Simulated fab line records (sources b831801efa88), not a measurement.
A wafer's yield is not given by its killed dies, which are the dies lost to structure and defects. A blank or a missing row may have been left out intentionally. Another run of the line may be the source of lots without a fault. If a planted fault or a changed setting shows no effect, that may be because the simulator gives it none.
Which of the tools did it?	flow sfqLine	41 wafers from 14 lots sampled at 2 of the route's 325 steps

WHAT THE GAUGES READ, wafer by wafer
The record lacks any reading of a measuring or inspecting step that a usual standard deviation could be used to judge.

EACH LOT AND THE TOOL THAT RAN IT (in order: tool; ch and the chambers of the sampled wafers; start)
lot	SFQ_TRILAYER_L0_CAP_PECVD_011	SFQ_TRILAYER_L0_VIA_ETCH_VIA_ETCH_016
L426	pecvd-03 ch 0,2, day 2 04:00	rieDiel-04 ch 1,2,3, day 4 23:12
L427	pecvd-04 ch 0,1,2, day 2 06:54	rieDiel-02 ch 0,1,2, day 5 01:36
L428	pecvd-03 ch 0,1, day 2 11:42	rieDiel-03 ch 0,1,3, day 5 05:12
L429	pecvd-04 ch 1,2, day 2 17:42	rieDiel-03 ch 0,2,3, day 5 13:36
L430	pecvd-02 ch 0,1, day 2 22:30	rieDiel-03 ch 2,3, day 5 18:24
L431	pecvd-04 ch 0,1,2, day 3 03:19	rieDiel-02 ch 0,1,2, day 6 02:48
L432	pecvd-02 ch 0,1,2, day 3 09:18	rieDiel-02 ch 1,2,3, day 6 08:48
L433	pecvd-02 ch 0,1,2, day 3 14:06	rieDiel-03 ch 0,1, day 6 13:36
L436	pecvd-02 ch 0,1, day 4 03:18	rieDiel-03 ch 1,3, day 7 08:19
L437	pecvd-02 ch 0,2, day 4 12:07	rieDiel-04 ch 0,2,3, day 9 07:41
L444	pecvd-03 ch 0,1,2, day 6 00:07	rieDiel-02 ch 0,2,3, day 10 20:54
L447	pecvd-02 ch 1,2, day 6 20:34	rieDiel-02 ch 0,1,2, day 11 18:03
L448	pecvd-04 ch 1,2, day 7 00:11	rieDiel-03 ch 0,2,3, day 11 21:38
L449	pecvd-03 ch 0,1, day 7 08:34	rieDiel-04 ch 0,1,3, day 12 04:51
- SFQ_TRILAYER_L0_CAP_PECVD_011: deposits SiO2 from SiH4/N2O, time 13.333 s, target thk 60 nm.
- SFQ_TRILAYER_L0_VIA_ETCH_VIA_ETCH_016: etches SiO2 in CHF3, stops on MoNx KI, target depth 80 nm.

AS READ BY THE TOOLS THEMSELVES (means over the sampled wafers that have a number; for cases with no such wafer, the mark the record gives instead)
SFQ_TRILAYER_L0_CAP_PECVD_011.
lot	tool	heaterPowerW (W)	throttleValvePct (%)
L426	pecvd-03	76	25.8
L427	pecvd-04	97	25.5
L428	pecvd-03	75	26.3
L429	pecvd-04	97	25.0
L430	pecvd-02	91	24.0
L431	pecvd-04	96	25.6
L432	pecvd-02	89	24.3
L433	pecvd-02	90	24.3
L436	pecvd-02	95	24.2
L437	pecvd-02	103	24.0
L444	pecvd-03	74	26.2
L447	pecvd-02	77	24.6
L448	pecvd-04	92	25.5
L449	pecvd-03	83	25.8

SFQ_TRILAYER_L0_VIA_ETCH_VIA_ETCH_016.
lot	tool	drypumpMotorCurrentA (A)	oesProductAu (a.u.)
L426	rieDiel-04	6.0	0.850
L427	rieDiel-02	5.6	0.844
L428	rieDiel-03	5.6	0.847
L429	rieDiel-03	5.6	0.845
L430	rieDiel-03	5.6	0.836
L431	rieDiel-02	5.6	0.851
L432	rieDiel-02	5.4	0.841
L433	rieDiel-03	5.5	0.835
L436	rieDiel-03	5.9	0.916
L437	rieDiel-04	5.8	0.893
L444	rieDiel-02	5.9	0.843
L447	rieDiel-02	5.6	0.841
L448	rieDiel-03	5.6	0.852
L449	rieDiel-04	6.0	0.845

THE ANSWER, worked out from the rows above alone
Rule: the usual values come from the lots themselves. Put in order of their means at a reading, lots are off if they are a third of the lots or fewer, leave a main group of 4 or more, and stand apart from it by a gap of 3 or more times the standard deviation of the main group's means; of several such gaps the widest counts. A main group is skipped when, at the precision printed for the reading in the tables above, its means are all equal. Also off: a lot with no number at a reading for which 4 or more lots have one. All remaining lots with rows at the step are treated as sound. First the gauges in route order, then the tools' own readings, where a lot's mean is used as printed above. At the first step where some lot is off, the reading lying furthest off is the one used; lots without a number count as furthest.
Off: L436, L437, at SFQ_TRILAYER_L0_VIA_ETCH_VIA_ETCH_016 (oesProductAu). Mean 0.844 a.u. and standard deviation 0.0052 in the main group.
A tool fits if, at that step or a process step before it, it ran every lot that is off, and no sound lot after the first of them. No candidate that was tried fits.

WHAT WAS PUT IN BY THE SIMULATOR
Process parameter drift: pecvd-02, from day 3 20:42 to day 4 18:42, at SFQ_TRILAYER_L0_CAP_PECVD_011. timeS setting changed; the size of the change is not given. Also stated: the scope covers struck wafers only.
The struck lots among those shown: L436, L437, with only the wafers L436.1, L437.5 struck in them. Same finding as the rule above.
